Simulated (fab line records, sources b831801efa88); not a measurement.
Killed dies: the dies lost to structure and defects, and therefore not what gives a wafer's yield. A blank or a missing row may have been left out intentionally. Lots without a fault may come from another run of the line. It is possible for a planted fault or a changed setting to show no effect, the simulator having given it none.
fab line records ; flow sfq_line
[record] lots = 15; wafers = 45; last_day = 96
route steps=325 shown I7@296 M8@315
lots that met no fault: from a run of the same line without faults
start_h: hours from the record's opening day to when the first of the lot's shown wafers began ; wait_h: hours since the lot's step before ; " as in the row above ; L1.1+2: a row that stands for several wafers ; - no value, or no start given ; * or withheld: withheld ; < > ~ a bound
route shown NAME@n: names a module that has steps shown in the file, with the first one's number in the route ; usual: mean/standard deviation of fault-free wafers ; same: alike in all rows ; chamber/n: place in a boat ; sites: each site's reading ; _std_site: the values' standard deviation ; _edge_site: outer sites' mean less inner sites' ; radius_mm: how far each site lies from the wafer's centre ; mask NAME#n: copy n ; behind: the tool/chamber that last shaped the wafer ; hold: reason for holding the lot/hours on hold/outcome of the hold ; device: names the non-switching transistor (n, p or np) ; end of line: tests run on the same wafers once the route is complete ; step lacking rows: just its recipe ; killed: the dies lost at the first sort to structure and to defects; this is not the yield of the wafer ; map: shows each die of a wafer: x if killed, . if not, _ if none is there
set.NAME: setting as actually run; set.NAME@STEP: the setting as run at that earlier step ; model.NAME: the simulator's own value behind a step, which no gauge read
route steps across a sampled set of lots; one table per step, one row per wafer
services: from which hour (start_h, from the record's first day; less than 0 if before it) a tool's chamber was out of use, for how many hours, and why
[[steps]]
[step SFQ_TRILAYER_I7_DEP_PECVD_183]
[recipe] material = SiO2; temp_c = 150; time_s = 111.11; pressure_torr = 2.4; rf_w = 183.3; precursor = SiH4/N2O; target_thk_nm = 500
[usual] heater_power_w = 83/15; showerhead_vpp_V = 815/36; throttle_valve_pct = 24.3/1
[same] time_s = 111.11
lot.wafer;tool;chamber;start_h;wait_h;heater_power_w;showerhead_vpp_V;throttle_valve_pct
L243.1;pecvd-03;2;1940.77;0.0;105;903;23.6
L243.3;pecvd-03;1;1940.77;0.0;75;785;23.6
L243.5;pecvd-03;0;1940.77;0.0;82;819;25.8
L244.2;pecvd-02;2;1943.17;0.0;102;775;24.8
L244.4;pecvd-02;1;1943.17;0.0;65;831;23.8
L244.6;pecvd-02;2;1943.17;0.0;106;773;24.7
L245.2;pecvd-04;0;1945.57;0.0;87;780;24.3
L245.3;pecvd-04;2;1945.57;0.0;88;794;24.0
L245.6;pecvd-04;2;1945.57;0.0;87;807;23.7
L246.2;pecvd-02;1;1949.95;0.0;56;828;23.9
L246.4;pecvd-02;1;1949.95;0.0;60;818;23.6
L246.6;pecvd-02;2;1949.95;0.0;106;778;24.1
L247.1;pecvd-04;0;1952.32;0.0;105;796;24.2
L247.4;pecvd-04;1;1952.32;0.0;68;857;25.0
L247.5;pecvd-04;0;1952.32;0.0;90;785;24.1
L248.1;pecvd-04;1;2027.27;0.0;71;845;24.7
L248.4;pecvd-04;2;2027.27;0.0;88;788;23.7
L248.5;pecvd-04;1;2027.27;0.0;59;858;24.8
L249.1;pecvd-03;1;2108.91;0.0;81;789;24.1
L249.3;pecvd-03;0;2108.91;0.0;96;807;27.0
L249.5;pecvd-03;2;2108.91;0.0;106;904;23.7
L252.1;pecvd-03;1;2172.36;0.0;88;773;24.1
L252.3;pecvd-03;2;2172.36;0.0;102;910;23.4
L252.5;pecvd-03;1;2172.36;0.0;90;775;24.3
L253.3;pecvd-04;2;2176.75;0.0;82;794;23.9
L253.4;pecvd-04;1;2176.75;0.0;60;848;25.2
L253.6;pecvd-04;0;2176.75;0.0;102;782;24.5
L254.1;pecvd-02;1;2178.36;0.0;67;826;22.7
L254.3;pecvd-02;2;2178.36;0.0;94;782;23.5
L254.5;pecvd-02;2;2178.36;0.0;99;786;23.5
L255.1;pecvd-03;0;2185.15;0.0;94;815;27.0
L255.5;pecvd-03;0;2185.15;0.0;96;831;27.0
L255.6;pecvd-03;1;2185.15;0.0;72;799;24.5
L256.1;pecvd-04;1;2193.96;0.0;71;853;24.6
L256.2;pecvd-04;0;2193.96;0.0;102;801;24.4
L256.5;pecvd-04;2;2193.96;0.0;73;805;23.7
L257.2;pecvd-04;1;2202.36;0.0;71;850;25.0
L257.3;pecvd-04;0;2202.36;0.0;99;795;24.3
L257.4;pecvd-04;0;2202.36;0.0;97;783;24.2
L258.1;pecvd-03;1;2207.16;0.0;88;776;24.1
L258.5;pecvd-03;2;2207.16;0.0;94;907;23.8
L258.6;pecvd-03;1;2207.16;0.0;89;788;24.4
L259.1;pecvd-02;0;2208.36;0.0;62;819;23.8
L259.4;pecvd-02;0;2208.36;0.0;65;810;23.9
L259.6;pecvd-02;1;2208.36;0.0;58;832;22.6
[step SFQ_I7_OVL_MEAS_947]
[usual] I7_OVL = -4/5.6
lot.wafer;tool;chamber;start_h;wait_h;I7_OVL[nm]
L243.1;overlay-02;-;1949.34;0.1;4
L243.3;overlay-02;-;1949.34;0.1;7
L243.5;overlay-02;-;1949.34;0.1;-1
L244.2;overlay-02;-;1952.95;0.1;-4
L244.4;overlay-02;-;1952.95;0.1;1
L244.6;overlay-02;-;1952.95;0.1;-2
L245.2;overlay-02;-;1954.15;0.1;-14
L245.3;overlay-02;-;1954.15;0.1;-9
L245.6;overlay-02;-;1954.15;0.1;-17
L246.2;overlay-02;-;1959.98;0.1;-1
L246.4;overlay-02;-;1959.98;0.1;2
L246.6;overlay-02;-;1959.98;0.1;4
L247.1;overlay-02;-;1961.17;0.1;-5
L247.4;overlay-02;-;1961.17;0.1;-5
L247.5;overlay-02;-;1961.17;0.1;-9
L248.1;overlay-02;-;2033.92;0.1;1
L248.4;overlay-02;-;2033.92;0.1;-7
L248.5;overlay-02;-;2033.92;0.1;-4
L249.1;overlay-02;-;2126.47;0.1;-11
L249.3;overlay-02;-;2126.47;0.1;-13
L249.5;overlay-02;-;2126.47;0.1;-11
L252.1;overlay-02;-;2266.02;0.1;7
L252.3;overlay-02;-;2266.02;0.1;13
L252.5;overlay-02;-;2266.02;0.1;10
L253.3;overlay-01;-;2269.63;0.1;-7
L253.4;overlay-01;-;2269.63;0.1;-5
L253.6;overlay-01;-;2269.63;0.1;-6
L254.1;overlay-01;-;2273.22;0.1;-1
L254.3;overlay-01;-;2273.22;0.1;-2
L254.5;overlay-01;-;2273.22;0.1;-1
L255.1;overlay-01;-;2278.02;0.1;-11
L255.5;overlay-01;-;2278.02;0.1;-6
L255.6;overlay-01;-;2278.02;0.1;-13
L256.1;overlay-01;-;2287.62;0.1;-6
L256.2;overlay-01;-;2287.62;0.1;-8
L256.5;overlay-01;-;2287.62;0.1;-5
L257.2;overlay-02;-;2297.39;0.1;3
L257.3;overlay-02;-;2297.39;0.1;-10
L257.4;overlay-02;-;2297.39;0.1;-3
L258.1;overlay-02;-;2299.78;0.1;-1
L258.5;overlay-02;-;2299.78;0.1;-2
L258.6;overlay-02;-;2299.78;0.1;-3
L259.1;overlay-01;-;2300.98;0.1;-7
L259.4;overlay-01;-;2300.98;0.1;-3
L259.6;overlay-01;-;2300.98;0.1;-4
[step SFQ_TRILAYER_I7_VIA_BARC_OPEN_VIA_ETCH_260]
[recipe] mask_material = PR; chemistry = O2; target_depth_nm = 125; target = BARC; source_w = 500; bias_w = 80; pressure_mtorr = 30; time_s = 41.7
[usual] bias_w = 80.00/0.23; chamber_pressure_mTorr = 29.999/0.027; drypump_motor_current_A = 5.8/0.41; oes_product_au = 0.685/0.0047; time_s = 41.7/0
lot.wafer;tool;chamber;start_h;wait_h;bias_w;chamber_pressure_mTorr;drypump_motor_current_A;oes_product_au;rf_hours_counter_h;time_s
L243.1;rie_diel-04;1;1949.38;0.0;79.92;29.973;6.0;0.683;19;41.7
L243.3;rie_diel-04;3;1949.38;0.0;79.54;29.952;5.7;0.687;20;41.7
L243.5;rie_diel-04;1;1949.38;0.0;80.17;30.009;6.0;0.679;-;41.7
L244.2;rie_diel-02;3;1952.98;0.0;80.24;30.014;5.5;0.688;3;41.7
L244.4;rie_diel-02;3;1952.98;0.0;80.46;29.971;5.5;0.683;-;41.7
L244.6;rie_diel-02;0;1952.98;0.0;80.13;29.988;6.7;0.694;-;41.7
L245.2;rie_diel-04;1;1954.18;0.0;80.20;29.969;6.0;0.677;19;41.7
L245.3;rie_diel-04;3;1954.18;0.0;79.88;29.999;5.7;0.686;20;41.7
L245.6;rie_diel-04;2;1954.18;0.0;80.05;30.027;5.6;0.687;-;41.7
L246.2;rie_diel-01;0;1960.01;0.0;79.84;29.969;5.9;0.680;0;41.7
L246.4;rie_diel-01;1;1960.01;0.0;79.85;29.969;6.1;0.681;16;41.7
L246.6;rie_diel-01;3;1960.01;0.0;79.91;30.037;5.2;0.692;-;41.7
L247.1;rie_diel-02;2;1961.21;0.0;80.22;29.994;6.2;0.679;14;41.7
L247.4;rie_diel-02;0;1961.21;0.0;80.22;30.001;6.7;0.687;-;41.7
L247.5;rie_diel-02;2;1961.21;0.0;79.85;30.002;6.1;0.691;-;41.7
L248.1;rie_diel-04;1;2033.96;0.0;79.71;30.007;6.0;0.684;20;41.7
L248.4;rie_diel-04;2;2033.96;0.0;79.72;30.004;5.6;0.683;8;41.7
L248.5;rie_diel-04;2;2033.96;0.0;80.10;30.000;5.6;0.683;-;41.7
L249.1;rie_diel-01;2;2126.50;0.0;79.46;30.003;5.4;0.686;4;41.7
L249.3;rie_diel-01;3;2126.50;0.0;80.33;29.965;5.2;0.681;5;41.7
L249.5;rie_diel-01;0;2126.50;0.0;80.24;30.000;5.9;0.693;-;41.7
L252.1;rie_diel-02;2;2266.05;0.0;80.09;30.005;6.1;0.693;0;41.7
L252.3;rie_diel-02;3;2266.05;0.0;79.97;30.019;5.5;0.688;6;41.7
L252.5;rie_diel-02;0;2266.05;0.0;79.75;29.993;6.7;0.679;-;41.7
L253.3;rie_diel-01;1;2269.65;0.0;79.65;29.977;6.1;0.682;20;41.7
L253.4;rie_diel-01;3;2269.65;0.0;79.77;29.995;5.2;0.681;8;41.7
L253.6;rie_diel-01;3;2269.65;0.0;79.88;30.009;5.2;0.682;-;41.7
L254.1;rie_diel-04;2;2273.25;0.0;80.06;30.001;5.6;0.685;12;41.7
L254.3;rie_diel-04;1;2273.25;0.0;80.16;30.005;6.0;0.686;4;41.7
L254.5;rie_diel-04;3;2273.25;0.0;80.25;30.010;5.7;0.677;-;41.7
L255.1;rie_diel-04;1;2278.05;0.0;80.08;30.010;6.0;0.685;4;41.7
L255.5;rie_diel-04;2;2278.05;0.0;80.33;30.039;5.6;0.677;-;41.7
L255.6;rie_diel-04;3;2278.05;0.0;80.01;30.018;5.7;0.675;-;41.7
L256.1;rie_diel-01;0;2287.65;0.0;-;-;-;-;-;-
L256.2;rie_diel-01;2;2287.65;0.0;-;-;-;-;-;-
L256.5;rie_diel-01;3;2287.65;0.0;-;-;-;-;-;-
L257.2;rie_diel-04;3;2297.42;0.0;-;-;-;-;-;-
L257.3;rie_diel-04;2;2297.42;0.0;-;-;-;-;-;-
L257.4;rie_diel-04;0;2297.42;0.0;-;-;-;-;-;-
L258.1;rie_diel-02;2;2299.82;0.0;-;-;-;-;-;-
L258.5;rie_diel-02;2;2299.82;0.0;-;-;-;-;-;-
L258.6;rie_diel-02;3;2299.82;0.0;-;-;-;-;-;-
L259.1;rie_diel-01;0;2301.02;0.0;80.11;29.971;5.9;0.691;4;41.7
L259.4;rie_diel-01;2;2301.02;0.0;80.08;30.055;5.4;0.683;8;41.7
L259.6;rie_diel-01;2;2301.02;0.0;79.82;30.013;5.4;0.681;-;41.7
[step SFQ_TRILAYER_I7_VIA_ETCH_VIA_ETCH_190]
[recipe] target = SiO2; stop_on = Nb; mask_material = PR; taper_deg = 20; chemistry = CHF3; target_depth_nm = 260; source_w = 500; bias_w = 80; pressure_mtorr = 30; time_s = withheld
[usual] bias_w = 80.00/0.26; chamber_pressure_mTorr = 30.002/0.027; drypump_motor_current_A = 5.8/0.41; oes_product_au = 0.853/0.0054
lot.wafer;tool;chamber;start_h;wait_h;bias_w;chamber_pressure_mTorr;drypump_motor_current_A;oes_product_au
L243.1;rie_diel-04;1;1949.42;0.0;80.02;29.977;6.1;0.856
L243.3;rie_diel-04;3;1949.42;0.0;80.19;30.000;5.6;0.859
L243.5;rie_diel-04;1;1949.42;0.0;80.18;29.965;6.0;0.851
L244.2;rie_diel-02;3;1953.02;0.0;79.58;29.993;5.5;0.855
L244.4;rie_diel-02;3;1953.02;0.0;79.82;29.979;5.5;0.851
L244.6;rie_diel-02;0;1953.02;0.0;80.11;29.944;6.7;0.858
L245.2;rie_diel-04;1;1954.22;0.0;79.89;30.006;6.0;0.851
L245.3;rie_diel-04;3;1954.22;0.0;79.81;29.985;5.7;0.853
L245.6;rie_diel-04;2;1954.22;0.0;79.70;30.027;5.6;0.846
L246.2;rie_diel-01;0;1960.05;0.0;80.05;30.007;5.9;0.858
L246.4;rie_diel-01;1;1960.05;0.0;79.69;30.011;6.1;0.855
L246.6;rie_diel-01;3;1960.05;0.0;80.00;29.985;5.2;0.850
L247.1;rie_diel-02;2;1961.25;0.0;80.40;30.001;6.1;0.844
L247.4;rie_diel-02;0;1961.25;0.0;80.27;30.032;6.7;0.851
L247.5;rie_diel-02;2;1961.25;0.0;80.02;30.043;6.1;0.857
L248.1;rie_diel-04;1;2034.00;0.0;80.36;29.941;6.0;0.855
L248.4;rie_diel-04;2;2034.00;0.0;79.59;30.033;5.6;0.844
L248.5;rie_diel-04;2;2034.00;0.0;79.91;29.981;5.6;0.856
L249.1;rie_diel-01;2;2126.54;0.0;79.77;29.950;5.4;0.846
L249.3;rie_diel-01;3;2126.54;0.0;80.50;29.999;5.2;0.861
L249.5;rie_diel-01;0;2126.54;0.0;79.88;29.974;5.9;0.843
L252.1;rie_diel-02;2;2266.09;0.0;80.28;29.990;6.1;0.850
L252.3;rie_diel-02;3;2266.09;0.0;80.39;30.038;5.5;0.848
L252.5;rie_diel-02;0;2266.09;0.0;80.10;30.014;6.7;0.855
L253.3;rie_diel-01;1;2269.69;0.0;79.90;30.012;6.1;0.856
L253.4;rie_diel-01;3;2269.69;0.0;80.25;30.048;5.2;0.856
L253.6;rie_diel-01;3;2269.69;0.0;80.19;30.043;5.2;0.856
L254.1;rie_diel-04;2;2273.29;0.0;79.79;30.061;5.6;0.847
L254.3;rie_diel-04;1;2273.29;0.0;79.83;29.972;6.0;0.853
L254.5;rie_diel-04;3;2273.29;0.0;80.32;29.999;5.7;0.853
L255.1;rie_diel-04;1;2278.09;0.0;80.26;29.959;6.0;0.863
L255.5;rie_diel-04;2;2278.09;0.0;80.04;29.981;5.6;0.853
L255.6;rie_diel-04;3;2278.09;0.0;80.22;29.989;5.7;0.856
L256.1;rie_diel-01;0;2287.69;0.0;79.77;30.005;5.9;0.381
L256.2;rie_diel-01;2;2287.69;0.0;79.94;29.991;5.4;0.380
L256.5;rie_diel-01;3;2287.69;0.0;79.96;30.019;5.2;0.375
L257.2;rie_diel-04;3;2297.46;0.0;80.02;30.009;5.6;0.372
L257.3;rie_diel-04;2;2297.46;0.0;80.04;29.984;5.6;0.378
L257.4;rie_diel-04;0;2297.46;0.0;79.59;30.029;6.2;0.375
L258.1;rie_diel-02;2;2299.86;0.0;79.83;30.005;6.1;0.372
L258.5;rie_diel-02;2;2299.86;0.0;79.75;30.015;6.1;0.368
L258.6;rie_diel-02;3;2299.86;0.0;79.83;29.984;5.5;0.377
L259.1;rie_diel-01;0;2301.06;0.0;80.57;29.964;5.9;0.870
L259.4;rie_diel-01;2;2301.06;0.0;80.11;30.005;5.4;0.859
L259.6;rie_diel-01;2;2301.06;0.0;80.02;29.998;5.4;0.853
[step SFQ_TRILAYER_M8_LITHO_EXPOSE_194]
[recipe] mask_id = M8; na = 0.6; source_shape = conventional; sigma_outer = 0.65; target_cd_nm = 2000; dose_mj = 14.4
[usual] exposure_dose_mJ_cm2 = 14.397/0.013; focus_offset_nm = 0.1/0.48
lot.wafer;tool;chamber;start_h;wait_h;mask;exposure_dose_mJ_cm2;focus_offset_nm
L243.1;krf_scanner-02;0;2057.21;-;M8#0;14.389;0.1
L243.3;krf_scanner-02;0;2057.21;-;M8#0;14.395;0.0
L243.5;krf_scanner-02;0;2057.21;-;M8#0;14.396;0.5
L244.2;krf_scanner-02;0;2061.01;-;M8#0;14.395;-0.7
L244.4;krf_scanner-02;0;2061.01;-;M8#0;14.396;-0.1
L244.6;krf_scanner-02;0;2061.01;-;M8#0;14.392;-1.4
L245.2;krf_scanner-02;0;2062.21;-;M8#0;14.399;0.2
L245.3;krf_scanner-02;0;2062.21;-;M8#0;14.393;-0.2
L245.6;krf_scanner-02;0;2062.21;-;M8#0;14.413;0.1
L246.2;krf_scanner-01;0;2067.09;-;M8#0;14.387;0.6
L246.4;krf_scanner-01;0;2067.09;-;M8#0;14.401;-0.1
L246.6;krf_scanner-01;0;2067.09;-;M8#0;14.402;0.0
L247.1;krf_scanner-01;0;2069.29;-;M8#0;14.409;0.1
L247.4;krf_scanner-01;0;2069.29;-;M8#0;14.400;-0.2
L247.5;krf_scanner-01;0;2069.29;-;M8#0;14.416;0.2
L248.1;krf_scanner-02;0;2070.61;-;M8#0;14.381;0.8
L248.4;krf_scanner-02;0;2070.61;-;M8#0;14.391;-0.1
L248.5;krf_scanner-02;0;2070.61;-;M8#0;14.393;0.3
L249.1;krf_scanner-01;0;2135.54;-;M8#0;14.374;-0.3
L249.3;krf_scanner-01;0;2135.54;-;M8#0;14.388;0.6
L249.5;krf_scanner-01;0;2135.54;-;M8#0;14.385;0.2
L252.1;krf_scanner-02;0;2268.28;-;M8#0;14.418;1.1
L252.3;krf_scanner-02;0;2268.28;-;M8#0;14.394;0.2
L252.5;krf_scanner-02;0;2268.28;-;M8#0;14.406;-0.1
L253.3;krf_scanner-02;0;2272.28;-;M8#0;14.396;0.1
L253.4;krf_scanner-02;0;2272.28;-;M8#0;14.406;0.1
L253.6;krf_scanner-02;0;2272.28;-;M8#0;14.398;-0.7
L254.1;krf_scanner-02;0;2275.48;-;M8#0;14.379;0.1
L254.3;krf_scanner-02;0;2275.48;-;M8#0;14.384;0.7
L254.5;krf_scanner-02;0;2275.48;-;M8#0;14.380;0.1
L255.1;krf_scanner-02;0;2280.30;-;M8#0;14.395;-0.1
L255.5;krf_scanner-02;0;2280.30;-;M8#0;14.394;0.7
L255.6;krf_scanner-02;0;2280.30;-;M8#0;14.415;0.4
L256.1;krf_scanner-02;-;2289.88;-;M8#0;-;-
L256.2;krf_scanner-02;-;2289.88;-;M8#0;-;-
L256.5;krf_scanner-02;-;2289.88;-;M8#0;-;-
L257.2;krf_scanner-01;-;2300.57;-;M8#0;-;-
L257.3;krf_scanner-01;-;2300.57;-;M8#0;-;-
L257.4;krf_scanner-01;-;2300.57;-;M8#0;-;-
L258.1;krf_scanner-01;-;2303.96;-;M8#0;-;-
L258.5;krf_scanner-01;-;2303.96;-;M8#0;-;-
L258.6;krf_scanner-01;-;2303.96;-;M8#0;-;-
L259.1;krf_scanner-01;0;2305.16;-;M8#0;14.411;-0.6
L259.4;krf_scanner-01;0;2305.16;-;M8#0;14.422;-0.5
L259.6;krf_scanner-01;0;2305.16;-;M8#0;14.388;-0.1
[step SFQ_M8_BOW_MEAS_951]
[recipe] mode = bow
[usual] M8_BOW = 11/11
lot.wafer;tool;chamber;start_h;wait_h;M8_BOW[um]
L243.1;film_metro-02;-;2059.84;0.0;4
L243.3;film_metro-02;-;2059.84;0.0;-3
L243.5;film_metro-02;-;2059.84;0.0;0
L244.2;film_metro-02;-;2063.46;0.0;18
L244.4;film_metro-02;-;2063.46;0.0;6
L244.6;film_metro-02;-;2063.46;0.0;2
L245.2;film_metro-03;-;2064.66;0.0;-2
L245.3;film_metro-03;-;2064.66;0.0;6
L245.6;film_metro-03;-;2064.66;0.0;10
L246.2;film_metro-03;-;2069.54;0.0;14
L246.4;film_metro-03;-;2069.54;0.0;17
L246.6;film_metro-03;-;2069.54;0.0;7
L247.1;film_metro-03;-;2071.92;0.0;22
L247.4;film_metro-03;-;2071.92;0.0;26
L247.5;film_metro-03;-;2071.92;0.0;20
L248.1;film_metro-02;-;2073.24;0.0;27
L248.4;film_metro-02;-;2073.24;0.0;17
L248.5;film_metro-02;-;2073.24;0.0;25
L249.1;film_metro-02;-;2138.17;0.0;3
L249.3;film_metro-02;-;2138.17;0.0;1
L249.5;film_metro-02;-;2138.17;0.0;1
L252.1;film_metro-01;-;2271.11;0.0;15
L252.3;film_metro-01;-;2271.11;0.0;16
L252.5;film_metro-01;-;2271.11;0.0;3
L253.3;film_metro-02;-;2274.72;0.0;31
L253.4;film_metro-02;-;2274.72;0.0;23
L253.6;film_metro-02;-;2274.72;0.0;30
L254.1;film_metro-03;-;2278.11;0.0;35
L254.3;film_metro-03;-;2278.11;0.0;38
L254.5;film_metro-03;-;2278.11;0.0;32
L255.1;film_metro-01;-;2282.92;0.0;22
L255.5;film_metro-01;-;2282.92;0.0;15
L255.6;film_metro-01;-;2282.92;0.0;3
L256.1;film_metro-01;-;2292.51;0.0;16
L256.2;film_metro-01;-;2292.51;0.0;10
L256.5;film_metro-01;-;2292.51;0.0;18
L257.2;film_metro-01;-;2303.02;0.0;1
L257.3;film_metro-01;-;2303.02;0.0;5
L257.4;film_metro-01;-;2303.02;0.0;-1
L258.1;film_metro-03;-;2306.58;0.0;21
L258.5;film_metro-03;-;2306.58;0.0;-1
L258.6;film_metro-03;-;2306.58;0.0;14
L259.1;film_metro-03;-;2307.78;0.0;43
L259.4;film_metro-03;-;2307.78;0.0;43
L259.6;film_metro-03;-;2307.78;0.0;18
[[services]]
tool;chamber;start_h;hours;kind
krf_scanner-02;-;1918.95;1.0;pm
rie_diel-02;2;1920.76;7.0;repair
krf_scanner-02;-;1933.05;0.1;repair
krf_scanner-02;-;1953.84;1.3;pm
rie_diel-01;-;1957.74;0.3;repair
krf_scanner-02;-;1964.74;0.8;pm
rie_diel-04;2;1995.59;6.8;repair
rie_diel-01;2;2003.07;9.6;repair
krf_scanner-02;-;2008.96;6.5;repair
rie_diel-04;0;2023.11;10.8;repair
rie_diel-04;3;2050.54;64.8;repair
rie_diel-04;2;2050.72;3.5;repair
krf_scanner-02;-;2088.61;1.0;pm
krf_scanner-02;-;2113.02;1.1;repair
krf_scanner-02;-;2128.67;1.3;pm
krf_scanner-02;-;2133.12;0.8;pm
rie_diel-04;2;2158.06;22.3;repair
rie_diel-01;-;2198.80;0.5;repair
rie_diel-01;1;2202.92;4.6;repair
rie_diel-01;0;2204.96;3.5;repair
krf_scanner-02;-;2223.87;4.0;pm
krf_scanner-02;-;2256.66;1.0;pm
krf_scanner-02;-;2301.88;0.8;pm
krf_scanner-02;-;2304.53;1.3;pm
[[key]]
[first_sign] step = SFQ_TRILAYER_I7_VIA_BARC_OPEN_VIA_ETCH_260; reading = tool_record; direction = missing
[effect] step = SFQ_TRILAYER_I7_VIA_ETCH_VIA_ETCH_190; reading = oes_product_au; direction = down; sigmas = 88; usual = 0.853; struck = 0.375
[effect] step = SFQ_TRILAYER_M8_LITHO_EXPOSE_194; reading = tool_record; direction = missing
met_at SFQ_TRILAYER_I7_VIA_BARC_OPEN_VIA_ETCH_260
struck_lots L256,L257,L258
not_acting_at SFQ_TRILAYER_I7_DEP_PECVD_183,SFQ_I7_OVL_MEAS_947,SFQ_M8_BOW_MEAS_951
onset_between 2278.05 2287.65
[fault] kind = skipped_step_whole; tool = rie_diel-01,rie_diel-02,rie_diel-04; chamber = -; onset_h = 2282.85; steps = SFQ_TRILAYER_I7_VIA_BARC_OPEN_VIA_ETCH_260; scope = struck_lots_only
